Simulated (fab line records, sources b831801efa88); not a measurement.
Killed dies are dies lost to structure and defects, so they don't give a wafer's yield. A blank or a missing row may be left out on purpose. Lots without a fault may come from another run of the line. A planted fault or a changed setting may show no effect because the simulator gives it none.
fab line records | flow gf180mcu | part 1 of 2: steps 1 to 24 of 34
record lots=5 wafers=15 last_day=34
route steps=602 shown HV_LDD@195
lots that met no fault: from a run of the same line without faults
start_h: hours from the record's first day to the start of the lot's first wafer shown | wait_h: hours since the lot's step before | " the same as in the row above | L1.1+2: a row that stands for several wafers | - no value, or no start given | * or withheld: withheld | < > ~ a bound
route shown NAME@n: a module of which the file shows steps, and the number in the route of the first | usual: mean/standard deviation of fault-free wafers | same: alike in all rows | chamber/n: place in a boat | sites: the reading at each site | _std_site: their standard deviation | _edge_site: outer sites' mean less inner sites' | radius_mm: how far each site lies from the wafer's centre | mask NAME#n: copy n | behind: the tool/chamber that last shaped the wafer | hold: why the lot was held/for how many hours/how that ended | device: the transistor (n, p or np) that didn't switch | end of line: the same wafers' tests at the end of the route | a step without rows: its recipe alone | killed: dies lost to structure and defects at the first sort, not the wafer's yield | map: a wafer's dies, x killed, . not, _ none there
set.NAME: the setting as run; set.NAME@STEP: as run at that earlier step | model.NAME: the simulator's own value behind a step, which no gauge read
lots at some steps of the route; a table a step, a row a wafer
services: from which hour (start_h, from the record's first day; less than 0 if before it) a tool's chamber was out of use, for how many hours, and why
## steps
# step GF_HV_LDD_CD_MEAS_19
# recipe target_cd_nm=400
# usual cd_nm=399.1/2.2
# columns lot.wafer tool chamber start_h wait_h cd_nm
L076.1 cd_sem-01 - 243.87 0.1 399.5
L076.4 " - " " 398.9
L076.5 " - " " 401.4
L091.1 cd_sem-02 - 367.71 0.1 397.0
L091.3 " - " " 396.8
L091.4 " - " " 397.4
L094.3 cd_sem-02 - 382.96 0.1 398.0
L094.4 " - " " 397.4
L094.6 " - " " 396.6
L093.2 cd_sem-01 - 388.50 0.1 397.9
L093.5 " - " " 397.2
L093.6 " - " " 399.9
L096.1 cd_sem-01 - 400.80 0.2 399.9
L096.3 " - " " 400.3
L096.5 " - " " 399.1
# step GF_HV_LDD_OVL_MEAS_20
# usual HV_LDD_01_OVL=-0.4/1.2
# columns lot.wafer tool chamber start_h wait_h HV_LDD_01_OVL[nm]
L076.1 overlay-01 - 243.99 0.1 0.5
L076.4 " - " " 0.7
L076.5 " - " " -0.3
L091.1 overlay-02 - 367.83 0.1 0.8
L091.3 " - " " -0.6
L091.4 " - " " -1.3
L094.3 overlay-01 - 383.05 0.1 -1.0
L094.4 " - " " -0.8
L094.6 " - " " -2.2
L093.2 overlay-01 - 388.61 0.1 -0.9
L093.5 " - " " -0.6
L093.6 " - " " 0.0
L096.1 overlay-02 - 400.92 0.1 -1.4
L096.3 " - " " -1.6
L096.5 " - " " 0.6
# step GF_HV_LDD_IMPLANT_21
# recipe species=BF2 energy_kev=25 dose_cm2=5e+13 tilt_deg=7
# usual end_station_pressure_torr=5.23e-06/2.8e-07
# columns lot.wafer tool chamber start_h wait_h end_station_pressure_torr
L076.1 implanter-03 0 244.03 0.0 5.37e-06
L076.4 " 0 " " 5.05e-06
L076.5 " 0 " " 5.5e-06
L091.1 implanter-01 0 367.87 0.0 5.02e-06
L091.3 " 0 " " 5.66e-06
L091.4 " 0 " " 5.53e-06
L094.3 implanter-02 0 383.12 0.1 5.28e-06
L094.4 " 0 " " 5.56e-06
L094.6 " 0 " " 5.25e-06
L093.2 implanter-03 0 388.66 0.0 5.23e-06
L093.5 " 0 " " 5.57e-06
L093.6 " 0 " " 4.72e-06
L096.1 implanter-03 0 400.96 0.0 5.12e-06
L096.3 " 0 " " 5.06e-06
L096.5 " 0 " " 4.67e-06
# step GF_HV_LDD_STRIP_22
# recipe chemistry=O2/N2 power_w=1400 pressure_mtorr=1500 platen_temp_c=250 o2_flow_sccm=3000 n2_flow_sccm=300 overash_fraction=0.5
# usual drypump_motor_current_A=5.53/0.14 heater_power_w=338/20 oes_product_au=0.716/0.0043 strip_time_to_endpoint_s=12.63/0.034
# columns lot.wafer tool chamber start_h wait_h drypump_motor_current_A heater_power_w oes_product_au rf_hours_counter_h strip_time_to_endpoint_s
L076.1 plasma_asher-04 1 244.18 0.1 5.69 329 0.715 60 12.65
L076.4 " 0 " " 5.26 327 0.718 - 12.68
L076.5 " 1 " " 5.67 323 0.720 - 12.67
L091.1 plasma_asher-04 0 368.02 0.1 5.28 325 0.718 72 12.57
L091.3 " 1 " " 5.70 324 0.715 - 12.59
L091.4 " 0 " " 5.29 326 0.717 - 12.56
L094.3 plasma_asher-02 0 383.26 0.1 5.53 355 0.705 - 12.63
L094.4 " 1 " " 5.66 333 0.712 - 12.62
L094.6 " 0 " " 5.55 360 0.709 - 12.64
L093.2 plasma_asher-01 1 388.79 0.1 5.50 379 0.718 74 12.64
L093.5 " 1 " " 5.51 368 0.722 - 12.59
L093.6 " 0 " " 5.51 311 0.713 - 12.65
L096.1 plasma_asher-01 1 401.11 0.1 5.48 380 0.717 76 12.64
L096.3 " 0 " " 5.50 308 0.720 - 12.65
L096.5 " 0 " " 5.45 322 0.712 - 12.67
# step GF_HV_LDD_TW_MEAS_23
# usual HV_LDD_2_TW=1056/6.3
# columns lot.wafer tool chamber start_h wait_h HV_LDD_2_TW
L076.1 film_metro-02 - 244.28 0.1 1046
L076.4 " - " " 1042
L076.5 " - " " 1046
L091.1 film_metro-04 - 368.12 0.1 1070
L091.3 " - " " 1058
L091.4 " - " " 1061
L094.3 film_metro-02 - 383.34 0.1 1052
L094.4 " - " " 1050
L094.6 " - " " 1051
L093.2 film_metro-03 - 388.90 0.1 1056
L093.5 " - " " 1060
L093.6 " - " " 1067
L096.1 film_metro-04 - 401.21 0.1 1060
L096.3 " - " " 1060
L096.5 " - " " 1066
# step GF_HV_LDD_DEHYDRATE_24
# recipe temp_c=200 time_s=60
# usual exhaust_pa=44.8/0.99 plate_temp_C=200.00/0.17
# columns lot.wafer tool chamber start_h wait_h exhaust_pa plate_temp_C
L076.1 litho_track-04 0 252.51 8.2 46.4 199.72
L076.4 " 0 " " 45.8 199.67
L076.5 " 0 " " 45.7 200.18
L091.1 litho_track-01 0 378.22 10.1 45.1 200.07
L091.3 " 0 " " 46.2 199.91
L091.4 " 0 " " 46.2 199.89
L094.3 litho_track-04 0 393.96 10.6 45.0 199.93
L094.4 " 0 " " 44.9 200.03
L094.6 " 0 " " 43.7 200.09
L093.2 litho_track-02 0 399.81 10.9 42.2 199.74
L093.5 " 0 " " 43.7 200.05
L093.6 " 0 " " 42.7 200.16
L096.1 litho_track-01 0 412.62 11.4 46.8 200.05
L096.3 " 0 " " 47.1 200.16
L096.5 " 0 " " 44.8 200.18
# step GF_HV_LDD_HMDS_25
# recipe prime_time_s=60 prime_temp_c=120
# usual exhaust_pa=44.9/0.98
# columns lot.wafer tool chamber start_h wait_h exhaust_pa
L076.1 litho_track-04 0 252.66 0.1 43.5
L076.4 " 0 " " 42.5
L076.5 " 0 " " 43.9
L091.1 litho_track-01 0 378.37 0.1 44.7
L091.3 " 0 " " 43.6
L091.4 " 0 " " 45.4
L094.3 litho_track-04 0 394.11 0.1 44.9
L094.4 " 0 " " 44.8
L094.6 " 0 " " 43.7
L093.2 litho_track-02 0 399.96 0.1 45.1
L093.5 " 0 " " 44.3
L093.6 " 0 " " 45.1
L096.1 litho_track-01 0 412.77 0.1 45.1
L096.3 " 0 " " 46.5
L096.5 " 0 " " 46.1
# step GF_HV_LDD_COAT_26
# recipe resist=NOVOLAK spin_rpm=3000 resist_thk_nm=1000
# usual exhaust_pa=45.1/0.86
# columns lot.wafer tool chamber start_h wait_h exhaust_pa
L076.1 litho_track-04 0 252.81 0.1 44.2
L076.4 " 0 " " 43.5
L076.5 " 0 " " 44.4
L091.1 litho_track-01 0 378.52 0.1 45.1
L091.3 " 0 " " 45.2
L091.4 " 0 " " 45.0
L094.3 litho_track-04 0 394.26 0.1 46.4
L094.4 " 0 " " 44.7
L094.6 " 0 " " 43.1
L093.2 litho_track-02 0 400.11 0.1 46.2
L093.5 " 0 " " 46.7
L093.6 " 0 " " 45.4
L096.1 litho_track-01 0 412.92 0.1 47.2
L096.3 " 0 " " 45.1
L096.5 " 0 " " 46.0
# step GF_HV_LDD_SOFTBAKE_27
# recipe temp_c=90 time_s=60 resist=NOVOLAK
# usual exhaust_pa=45.0/1 plate_temp_C=89.98/0.16
# columns lot.wafer tool chamber start_h wait_h exhaust_pa plate_temp_C
L076.1 litho_track-04 0 252.96 0.1 46.5 90.06
L076.4 " 0 " " 46.6 90.15
L076.5 " 0 " " 46.5 90.05
L091.1 litho_track-01 0 378.67 0.1 45.0 89.94
L091.3 " 0 " " 44.2 90.02
L091.4 " 0 " " 44.7 89.94
L094.3 litho_track-04 0 394.41 0.1 46.2 90.13
L094.4 " 0 " " 45.2 89.98
L094.6 " 0 " " 46.3 90.03
L093.2 litho_track-02 0 400.26 0.1 45.5 90.12
L093.5 " 0 " " 46.3 89.94
L093.6 " 0 " " 45.1 90.08
L096.1 litho_track-01 0 413.07 0.1 45.5 89.90
L096.3 " 0 " " 45.6 89.84
L096.5 " 0 " " 46.3 90.06
# step GF_HV_LDD_EXPOSE_28
# recipe mask_id=Nplus_HV_AREA target_cd_nm=400 na=0.6 source_shape=conventional sigma_outer=0.6 dose_mj=140
# columns lot.wafer tool chamber start_h wait_h mask
L076.1+4+5 iline_stepper-01 0 - - Nplus_HV_AREA#0
L091.1+3+4 iline_stepper-01 0 - - Nplus_HV_AREA#0
L094.3+4+6 iline_stepper-01 0 - - Nplus_HV_AREA#0
L093.2+5+6 iline_stepper-01 0 - - Nplus_HV_AREA#0
L096.1+3+5 iline_stepper-02 0 - - Nplus_HV_AREA#0
# step GF_HV_LDD_PEB_29
# recipe temp_c=withheld time_s=* resist=NOVOLAK
# usual exhaust_pa=45.0/1
# columns lot.wafer tool chamber start_h wait_h exhaust_pa
L076.1 litho_track-02 0 - - 44.8
L076.4 " 0 " " 44.9
L076.5 " 0 " " 45.7
L091.1 litho_track-04 0 - - 45.3
L091.3 " 0 " " 45.9
L091.4 " 0 " " 44.6
L094.3 litho_track-04 0 - - 45.2
L094.4 " 0 " " 43.8
L094.6 " 0 " " 45.0
L093.2 litho_track-04 0 - - 45.9
L093.5 " 0 " " 45.8
L093.6 " 0 " " 44.9
L096.1 litho_track-01 0 - - 46.8
L096.3 " 0 " " 46.7
L096.5 " 0 " " 46.0
# step GF_HV_LDD_DEVELOP_30
# recipe develop_time_s=60 dev_temp_c=23
# usual exhaust_pa=45.0/0.83
# columns lot.wafer tool chamber start_h wait_h exhaust_pa
L076.1 litho_track-02 0 261.84 0.1 45.1
L076.4 " 0 " " 44.6
L076.5 " 0 " " 44.6
L091.1 litho_track-04 0 390.36 0.1 45.8
L091.3 " 0 " " 45.5
L091.4 " 0 " " 45.1
L094.3 litho_track-04 0 405.76 0.1 43.8
L094.4 " 0 " " 44.5
L094.6 " 0 " " 43.7
L093.2 litho_track-04 0 411.58 0.1 44.9
L093.5 " 0 " " 46.9
L093.6 " 0 " " 45.0
L096.1 litho_track-01 0 424.37 0.1 44.1
L096.3 " 0 " " 45.1
L096.5 " 0 " " 45.1
# step GF_HV_LDD_CD_MEAS_31
# recipe target_cd_nm=400
# usual cd_nm=400.3/1.8
# columns lot.wafer tool chamber start_h wait_h cd_nm
L076.1 cd_sem-02 - 261.99 0.1 402.9
L076.4 " - " " 403.7
L076.5 " - " " 402.8
L091.1 cd_sem-02 - 390.51 0.1 402.7
L091.3 " - " " 402.4
L091.4 " - " " 403.0
L094.3 cd_sem-02 - 405.90 0.1 400.5
L094.4 " - " " 400.3
L094.6 " - " " 398.9
L093.2 cd_sem-02 - 411.73 0.1 399.0
L093.5 " - " " 401.7
L093.6 " - " " 401.3
L096.1 cd_sem-01 - 424.52 0.1 401.2
L096.3 " - " " 400.1
L096.5 " - " " 399.8
# step GF_HV_LDD_OVL_MEAS_32
# usual HV_LDD_02_OVL=-1.2/1.4
# columns lot.wafer tool chamber start_h wait_h HV_LDD_02_OVL[nm]
L076.1 overlay-02 - 262.11 0.1 -1.9
L076.4 " - " " -3.0
L076.5 " - " " -2.7
L091.1 overlay-01 - 390.63 0.1 -1.2
L091.3 " - " " 0.4
L091.4 " - " " -3.5
L094.3 overlay-02 - 405.99 0.1 -2.4
L094.4 " - " " -2.7
L094.6 " - " " -3.6
L093.2 overlay-01 - 411.84 0.1 -0.6
L093.5 " - " " -0.7
L093.6 " - " " 0.6
L096.1 overlay-01 - 424.64 0.1 -1.9
L096.3 " - " " -0.4
L096.5 " - " " -2.5
# step GF_HV_LDD_IMPLANT_33
# recipe species=P energy_kev=60 dose_cm2=7.5e+12 tilt_deg=30 rotation_deg=0
# usual end_station_pressure_torr=5.06e-06/2.7e-07
# columns lot.wafer tool chamber start_h wait_h end_station_pressure_torr
L076.1 implanter-02 0 262.14 0.0 4.8e-06
L076.4 " 0 " " 4.57e-06
L076.5 " 0 " " 4.88e-06
L091.1 implanter-01 0 390.67 0.0 4.9e-06
L091.3 " 0 " " 5.29e-06
L091.4 " 0 " " 4.86e-06
L094.3 implanter-01 0 406.07 0.1 5.04e-06
L094.4 " 0 " " 5.75e-06
L094.6 " 0 " " 4.89e-06
L093.2 implanter-01 0 411.89 0.0 4.92e-06
L093.5 " 0 " " 4.84e-06
L093.6 " 0 " " 5.11e-06
L096.1 implanter-03 0 424.67 0.0 5.42e-06
L096.3 " 0 " " 5.14e-06
L096.5 " 0 " " 4.68e-06
# step GF_HV_LDD_IMPLANT_34
# recipe species=P energy_kev=60 dose_cm2=7.329e+12 tilt_deg=30 rotation_deg=90
# usual end_station_pressure_torr=5.02e-06/2.6e-07
# columns lot.wafer tool chamber start_h wait_h end_station_pressure_torr
L076.1 implanter-02 0 262.29 0.1 5.29e-06
L076.4 " 0 " " 5.28e-06
L076.5 " 0 " " 4.76e-06
L091.1 implanter-01 0 390.82 0.1 5.57e-06
L091.3 " 0 " " 5.05e-06
L091.4 " 0 " " 4.87e-06
L094.3 implanter-01 0 406.22 0.1 4.9e-06
L094.4 " 0 " " 5.07e-06
L094.6 " 0 " " 5.39e-06
L093.2 implanter-01 0 412.04 0.1 4.85e-06
L093.5 " 0 " " 5.44e-06
L093.6 " 0 " " 5e-06
L096.1 implanter-03 0 424.82 0.1 4.64e-06
L096.3 " 0 " " 5.16e-06
L096.5 " 0 " " 4.99e-06
# step GF_HV_LDD_IMPLANT_35
# recipe species=P energy_kev=60 dose_cm2=7.5e+12 tilt_deg=30 rotation_deg=180
# usual end_station_pressure_torr=5.03e-06/2.5e-07
# columns lot.wafer tool chamber start_h wait_h end_station_pressure_torr
L076.1 implanter-02 0 262.44 0.1 5.42e-06
L076.4 " 0 " " 5.09e-06
L076.5 " 0 " " 4.9e-06
L091.1 implanter-01 0 390.97 0.1 4.85e-06
L091.3 " 0 " " 4.59e-06
L091.4 " 0 " " 4.78e-06
L094.3 implanter-01 0 406.37 0.1 4.39e-06
L094.4 " 0 " " 5.43e-06
L094.6 " 0 " " 4.5e-06
L093.2 implanter-01 0 412.19 0.1 5.29e-06
L093.5 " 0 " " 5.16e-06
L093.6 " 0 " " 5.29e-06
L096.1 implanter-03 0 424.97 0.1 4.74e-06
L096.3 " 0 " " 5.13e-06
L096.5 " 0 " " 4.97e-06
# step GF_HV_LDD_IMPLANT_36
# recipe species=P energy_kev=60 dose_cm2=7.5e+12 tilt_deg=30 rotation_deg=270
# usual end_station_pressure_torr=5.05e-06/2.8e-07
# columns lot.wafer tool chamber start_h wait_h end_station_pressure_torr
L076.1 implanter-02 0 262.59 0.1 5.26e-06
L076.4 " 0 " " 5.11e-06
L076.5 " 0 " " 4.94e-06
L091.1 implanter-01 0 391.12 0.1 5.09e-06
L091.3 " 0 " " 4.7e-06
L091.4 " 0 " " 5.18e-06
L094.3 implanter-01 0 406.52 0.1 5.15e-06
L094.4 " 0 " " 5.33e-06
L094.6 " 0 " " 5.34e-06
L093.2 implanter-01 0 412.34 0.1 5.15e-06
L093.5 " 0 " " 4.83e-06
L093.6 " 0 " " 5.13e-06
L096.1 implanter-03 0 425.12 0.1 4.84e-06
L096.3 " 0 " " 4.97e-06
L096.5 " 0 " " 4.89e-06
# step GF_HV_LDD_STRIP_37
# recipe chemistry=O2/N2 power_w=1400 pressure_mtorr=1500 platen_temp_c=250 o2_flow_sccm=3000 n2_flow_sccm=300 overash_fraction=0.5
# usual drypump_motor_current_A=5.51/0.14 heater_power_w=338/22 oes_product_au=0.716/0.0048 strip_time_to_endpoint_s=12.62/0.032
# columns lot.wafer tool chamber start_h wait_h drypump_motor_current_A heater_power_w oes_product_au rf_hours_counter_h strip_time_to_endpoint_s
L076.1 plasma_asher-04 1 262.74 0.1 5.68 315 0.716 62 12.57
L076.4 " 0 " " 5.27 329 0.719 - 12.59
L076.5 " 1 " " 5.70 328 0.714 - 12.59
L091.1 plasma_asher-04 1 391.27 0.1 5.72 321 0.716 75 12.65
L091.3 " 1 " " 5.72 321 0.710 - 12.62
L091.4 " 0 " " 5.27 338 0.707 - 12.64
L094.3 plasma_asher-02 0 406.65 0.1 5.52 342 0.717 - 12.57
L094.4 " 1 " " 5.69 337 0.714 - 12.60
L094.6 " 1 " " 5.69 335 0.718 - 12.57
L093.2 plasma_asher-01 0 412.47 0.1 5.49 315 0.713 77 12.66
L093.5 " 0 " " 5.50 322 0.715 - 12.66
L093.6 " 1 " " 5.48 373 0.718 - 12.60
L096.1 plasma_asher-02 0 425.27 0.1 5.52 346 0.718 33 12.61
L096.3 " 1 " " 5.66 337 0.719 - 12.60
L096.5 " 1 " " 5.70 338 0.714 - 12.57
# step GF_HV_LDD_TW_MEAS_38
# usual HV_LDD_3_TW=1432/8.9
# columns lot.wafer tool chamber start_h wait_h HV_LDD_3_TW
L076.1 film_metro-02 - 262.84 0.1 1417
L076.4 " - " " 1415
L076.5 " - " " 1420
L091.1 film_metro-04 - 391.37 0.1 1434
L091.3 " - " " 1434
L091.4 " - " " 1440
L094.3 film_metro-04 - 406.74 0.1 1429
L094.4 " - " " 1439
L094.6 " - " " 1443
L093.2 film_metro-02 - 412.58 0.1 1420
L093.5 " - " " 1416
L093.6 " - " " 1424
L096.1 film_metro-03 - 425.37 0.1 1431
L096.3 " - " " 1429
L096.5 " - " " 1433
# step GF_HV_LDD_DEHYDRATE_39
# recipe temp_c=200 time_s=60
# usual exhaust_pa=44.9/1.1 plate_temp_C=199.99/0.16
# columns lot.wafer tool chamber start_h wait_h exhaust_pa plate_temp_C
L076.1 litho_track-01 0 272.02 9.2 43.7 199.99
L076.4 " 0 " " 43.3 199.90
L076.5 " 0 " " 45.4 200.14
L091.1 litho_track-01 0 402.42 11.0 43.9 199.95
L091.3 " 0 " " 44.0 200.08
L091.4 " 0 " " 43.4 200.00
L094.3 litho_track-04 0 417.76 11.0 44.2 199.91
L094.4 " 0 " " 43.2 199.86
L094.6 " 0 " " 44.2 199.91
L093.2 litho_track-04 0 423.43 10.8 45.5 199.87
L093.5 " 0 " " 45.9 200.07
L093.6 " 0 " " 45.9 199.84
L096.1 litho_track-02 0 437.18 11.8 45.4 199.85
L096.3 " 0 " " 44.5 199.84
L096.5 " 0 " " 44.6 199.85
# step GF_HV_LDD_HMDS_40
# recipe prime_time_s=60 prime_temp_c=120
# usual exhaust_pa=45.1/1
# columns lot.wafer tool chamber start_h wait_h exhaust_pa
L076.1 litho_track-01 0 272.17 0.1 45.5
L076.4 " 0 " " 43.7
L076.5 " 0 " " 43.6
L091.1 litho_track-01 0 402.57 0.1 45.9
L091.3 " 0 " " 45.8
L091.4 " 0 " " 44.8
L094.3 litho_track-04 0 417.91 0.1 45.2
L094.4 " 0 " " 44.9
L094.6 " 0 " " 44.5
L093.2 litho_track-04 0 423.58 0.1 43.2
L093.5 " 0 " " 44.0
L093.6 " 0 " " 44.4
L096.1 litho_track-02 0 437.33 0.1 45.2
L096.3 " 0 " " 44.8
L096.5 " 0 " " 45.3
# step GF_HV_LDD_COAT_41
# recipe resist=NOVOLAK spin_rpm=3000 resist_thk_nm=1000
# usual exhaust_pa=45.1/0.9
# columns lot.wafer tool chamber start_h wait_h exhaust_pa
L076.1 litho_track-01 0 272.32 0.1 45.7
L076.4 " 0 " " 46.1
L076.5 " 0 " " 45.4
L091.1 litho_track-01 0 402.72 0.1 44.2
L091.3 " 0 " " 46.5
L091.4 " 0 " " 44.1
L094.3 litho_track-04 0 418.06 0.1 45.9
L094.4 " 0 " " 44.4
L094.6 " 0 " " 45.9
L093.2 litho_track-04 0 423.73 0.1 43.1
L093.5 " 0 " " 44.4
L093.6 " 0 " " 43.8
L096.1 litho_track-02 0 437.48 0.1 45.8
L096.3 " 0 " " 44.5
L096.5 " 0 " " 44.7
# step GF_HV_LDD_SOFTBAKE_42
# recipe temp_c=90 time_s=60 resist=NOVOLAK
# usual exhaust_pa=45.1/0.92 plate_temp_C=89.98/0.14
# columns lot.wafer tool chamber start_h wait_h exhaust_pa plate_temp_C
L076.1 litho_track-01 0 272.47 0.1 45.0 89.76
L076.4 " 0 " " 44.6 89.76
L076.5 " 0 " " 44.5 89.74
L091.1 litho_track-01 0 402.87 0.1 43.5 89.96
L091.3 " 0 " " 45.8 89.97
L091.4 " 0 " " 44.4 89.90
L094.3 litho_track-04 0 418.21 0.1 46.5 90.15
L094.4 " 0 " " 45.8 90.09
L094.6 " 0 " " 45.9 90.12
L093.2 litho_track-04 0 423.88 0.1 43.7 90.25
L093.5 " 0 " " 44.5 90.12
L093.6 " 0 " " 44.7 90.08
L096.1 litho_track-02 0 437.63 0.1 45.3 90.12
L096.3 " 0 " " 44.2 89.87
L096.5 " 0 " " 45.6 90.02
